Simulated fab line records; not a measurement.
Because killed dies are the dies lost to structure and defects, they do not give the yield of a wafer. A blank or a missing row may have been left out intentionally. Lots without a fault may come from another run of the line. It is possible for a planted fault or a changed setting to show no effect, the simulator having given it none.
A lot that was struck, set against a sound lot / flow gf180mcu / 16 out of 602 route steps
Sound: wafers L869.1, L869.3, L869.4. Wafers L879.3, L879.4, L879.5 were the ones struck. The cause is given at the end.
Per side, at each step with rows, come the tool, then ch with its chambers, and then its first start. Under that, the readings that differ: sound wafers / struck wafers / difference of the means / sigmas: that difference in standard deviations of wafers without a fault.
alike: words and numbers the same on both sides, and readings whose means are apart by under 2 such deviations; not compared: readings that were withheld, readings missing a value for some wafer, numbers with overlapping values and no deviation given by the record, and bounds like >300 which may hide the same value.
The two part at a step that has a row with sigmas, a row that says differs or no value, or rows on one side only. When numbers do not overlap yet have no deviation, they are printed without sigmas and do not part them. A reading missing from all wafers of one side parts the sides only when that side holds two or more wafers.

GF_POLY_GATE_THK_MEAS_01:
  sound: filmMetro-02 at day 11 10:20; struck: filmMetro-02 at day 14 12:46
  alike: POLY_GATE_CVD_00_THK
then, 8 steps without rows for these wafers: GF_POLY_GATE_DEHYDRATE_02 (time 60 s); GF_POLY_GATE_HMDS_03 (prime time 60 s); GF_POLY_GATE_COAT_04; GF_POLY_GATE_COAT_05 (resist thk 700 nm); GF_POLY_GATE_SOFTBAKE_06 (time 60 s); GF_POLY_GATE_EXPOSE_07 (exposes mask Poly2, target cd 280 nm); GF_POLY_GATE_PEB_08 (peb time 90 s); GF_POLY_GATE_DEVELOP_09 (develop time 60 s).
GF_POLY_GATE_CD_MEAS_10: target cd 280 nm.
  sound: cdSem-02 at day 12 05:02; struck: cdSem-01 at day 15 09:58
  alike: cdNm
GF_POLY_GATE_OVL_MEAS_11:
  sound: overlay-01 at day 12 05:09; struck: overlay-02 at day 15 10:04
  alike: POLY_GATE_OVL
GF_POLY_GATE_ETCH_12: etches BARC in N2/H2.
  sound on rieDiel-03 ch 1,3, day 12 05:11; struck on rieDiel-02 ch 0,1, day 15 10:05
  alike: drypumpMotorCurrentA, n2FlowSccm, oesProductAu, throttleValvePct
GF_POLY_GATE_ETCH_13: etches poly-Si in HBr/Cl2, stops on SiO2, target depth 198.5 nm, time 69.6 s.
  sound on rieSi-01 ch 1,2,3, day 12 05:14; struck on rieSi-01 ch 0,2, day 15 10:08
reading=runLengthS (s); sound=97.2 97.6 98.5; struck=61.3 62.5 62.3; difference=-35.7; sigmas=-97
reading=model.etch.depthNm (nm); sound=199.5 199.5 201.2; struck=98.96 94.38 95.02; difference=-103.95; sigmas=
reading=model.POLY_GATE.featureDepthNm (nm); sound=199.5 199.5 201.2; struck=98.96 94.38 95.02; difference=-103.95; sigmas=
  alike: drypumpMotorCurrentA, oesProductAu, throttleValvePct
  not compared: rfHoursCounterH
GF_POLY_GATE_STRIP_14: strips in O2/N2.
  sound on plasmaAsher-03 ch 0,1, day 12 05:17; struck on plasmaAsher-03 ch 0,1, day 15 10:13
reading=oesProductAu (a.u.); sound=0.511 0.500 0.501; struck=0.514 0.518 0.523; difference=+0.014; sigmas=+3
  alike: drypumpMotorCurrentA, heaterPowerW, n2FlowSccm, platenTempC
  not compared: rfHoursCounterH
then, 1 step without rows for these wafers: GF_POLY_GATE_CLEAN_15 (cleans in SC1/SC2, time 150 s).
-- a jump in the record: the struck wafers' starts before and after are 19 days apart (it breaks off in module POLY_GATE and resumes in module PASSIVATION, where the first step shown is number 602 of the route) --
GF_PASSIVATION_PROBE_99:
  record: rows for the struck wafers here (prober-01, day 34 12:05), none for the sound ones

## WHERE THEY PART
Earliest at GF_POLY_GATE_ETCH_13; latest, in this record, at GF_PASSIVATION_PROBE_99.

WHY: what had been put in by the simulator
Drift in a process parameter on rieSi-01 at GF_POLY_GATE_ETCH_13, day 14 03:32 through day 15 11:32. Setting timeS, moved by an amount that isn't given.
